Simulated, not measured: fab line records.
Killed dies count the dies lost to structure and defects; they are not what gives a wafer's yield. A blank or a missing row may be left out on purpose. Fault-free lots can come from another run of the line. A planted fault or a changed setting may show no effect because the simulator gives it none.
Check for tools in common | flow sky130 | Sample size 10 lots and 30 wafers

## REASON FOR OPENING
SKY_LOCAL_INTERCONNECT_RS_MEAS_01, reading LOCAL_INTERCONNECT_TIN_RS: flagged on 2 of 10 lots. Fault-free wafers read 14.14 ohm/sq, with a standard deviation of 0.14.
Rule: flag the lot when none of its wafers has a number, or when each of its wafers that has one lies beyond 4 standard deviations from that mean. The other lots count as sound.

lot  | measured     | on            | LOCAL_INTERCONNECT_TIN_RS (ohm/sq), wafer by wafer | flag
L508 | day 28 18:38 | film metro-01 | 14.20 14.06 14.17                                  |
L511 | day 30 10:55 | film metro-03 | 14.21 14.26 14.23                                  |
L513 | day 30 23:19 | film metro-02 | 14.11 14.24 14.19                                  |
L515 | day 31 18:44 | film metro-03 | 13.88 13.85 13.89                                  |
L523 | day 34 09:05 | film metro-03 | 14.74 14.79 14.82                                  | FLAGGED
L524 | day 34 20:21 | film metro-03 | 14.80 14.84 14.75                                  | FLAGGED
L525 | day 35 02:01 | film metro-03 | 14.20 14.02 14.04                                  |
L526 | day 35 05:12 | film metro-02 | 14.14 14.05 14.12                                  |
L528 | day 36 06:17 | film metro-03 | 14.15 14.01 14.01                                  |
L531 | day 36 23:47 | film metro-03 | 14.13 14.10 14.14                                  |
On average the flagged lots' numbers are 14.79 ohm/sq, which is +0.65 ohm/sq against the usual, or +5 standard deviations.

## WHICH TOOL EACH LOT WENT THROUGH
Before the reading, the record contains 2 process steps out of a 708-step route. Each cell gives the tool, then ch followed by the chambers the sampled wafers passed through, then the start.
lot  | flag    | SKY_SD_N_STRIP_11                    | SKY_LOCAL_INTERCONNECT_SPUTTER_00
L508 |         | plasma asher-02 ch 0,1, day 27 11:23 | pvd sputter-02, day 28 18:35
L511 |         | plasma asher-04 ch 0,1, day 29 05:10 | pvd sputter-02, day 30 10:47
L513 |         | plasma asher-04 ch 0, day 29 19:22   | pvd sputter-01, day 30 23:16
L515 |         | plasma asher-04 ch 0,1, day 30 12:35 | pvd sputter-01, day 31 18:39
L523 | FLAGGED | plasma asher-04 ch 0,1, day 33 03:43 | pvd sputter-02, day 34 08:59
L524 | FLAGGED | plasma asher-01 ch 0,1, day 33 16:10 | pvd sputter-02, day 34 20:14
L525 |         | plasma asher-02 ch 0,1, day 33 20:07 | pvd sputter-01, day 35 01:58
L526 |         | plasma asher-02 ch 0,1, day 33 23:50 | pvd sputter-01, day 35 05:07
L528 |         | plasma asher-01 ch 1, day 35 01:31   | pvd sputter-03, day 36 06:14
L531 |         | plasma asher-01 ch 0,1, day 35 18:50 | pvd sputter-03, day 36 23:42
What these steps do:
- SKY_SD_N_STRIP_11: strips in O2/N2.
- SKY_LOCAL_INTERCONNECT_SPUTTER_00: material TiN, target thk 100 nm, time 83.3 s.
- SKY_LOCAL_INTERCONNECT_RS_MEAS_01: measures by four-point-probe.

## FLAGGED OVER TOTAL, TOOL BY TOOL (the gauges that took the reading come last)
step                              | tool            | lots run | flagged | share of the flagged lots | sound lots run after its first flagged lot
SKY_SD_N_STRIP_11                 | plasma asher-01 | 3        | 1       | some                      | 2 (L528,L531)
SKY_SD_N_STRIP_11                 | plasma asher-02 | 3        | 0       | none                      | -
SKY_SD_N_STRIP_11                 | plasma asher-04 | 4        | 1       | some                      | 0
SKY_LOCAL_INTERCONNECT_SPUTTER_00 | pvd sputter-01  | 4        | 0       | none                      | -
SKY_LOCAL_INTERCONNECT_SPUTTER_00 | pvd sputter-02  | 4        | 2       | all                       | 0
SKY_LOCAL_INTERCONNECT_SPUTTER_00 | pvd sputter-03  | 2        | 0       | none                      | -
SKY_LOCAL_INTERCONNECT_RS_MEAS_01 | film metro-01   | 1        | 0       | none                      | -
SKY_LOCAL_INTERCONNECT_RS_MEAS_01 | film metro-02   | 2        | 0       | none                      | -
SKY_LOCAL_INTERCONNECT_RS_MEAS_01 | film metro-03   | 7        | 2       | all                       | 3 (L525,L528,L531)

## WHAT THE TABLE ALLOWS
Every flagged lot went through 2 rows of the table: pvd sputter-02 at SKY_LOCAL_INTERCONNECT_SPUTTER_00 and film metro-03 at SKY_LOCAL_INTERCONNECT_RS_MEAS_01.
- pvd sputter-02 at SKY_LOCAL_INTERCONNECT_SPUTTER_00 ran 4 lots, 2 of them flagged. A fault beginning between L511 (day 30 10:47), its last sound lot, and L523 (day 34 08:59), its first flagged one, fits the data.
- film metro-03 at SKY_LOCAL_INTERCONNECT_RS_MEAS_01 ran 7 lots, 2 of them flagged. Sound lots followed the first flagged one (L525, L528, L531) on it, something a lasting fault affecting the whole tool could not allow.
One tool is left: pvd sputter-02 at SKY_LOCAL_INTERCONNECT_SPUTTER_00.

## WHAT THE SIMULATOR HAD PUT IN
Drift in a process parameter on pvd sputter-02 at SKY_LOCAL_INTERCONNECT_SPUTTER_00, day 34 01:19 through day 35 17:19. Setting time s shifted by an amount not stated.
Shown lots that were struck: L523, L524. The rule above reached the same finding.
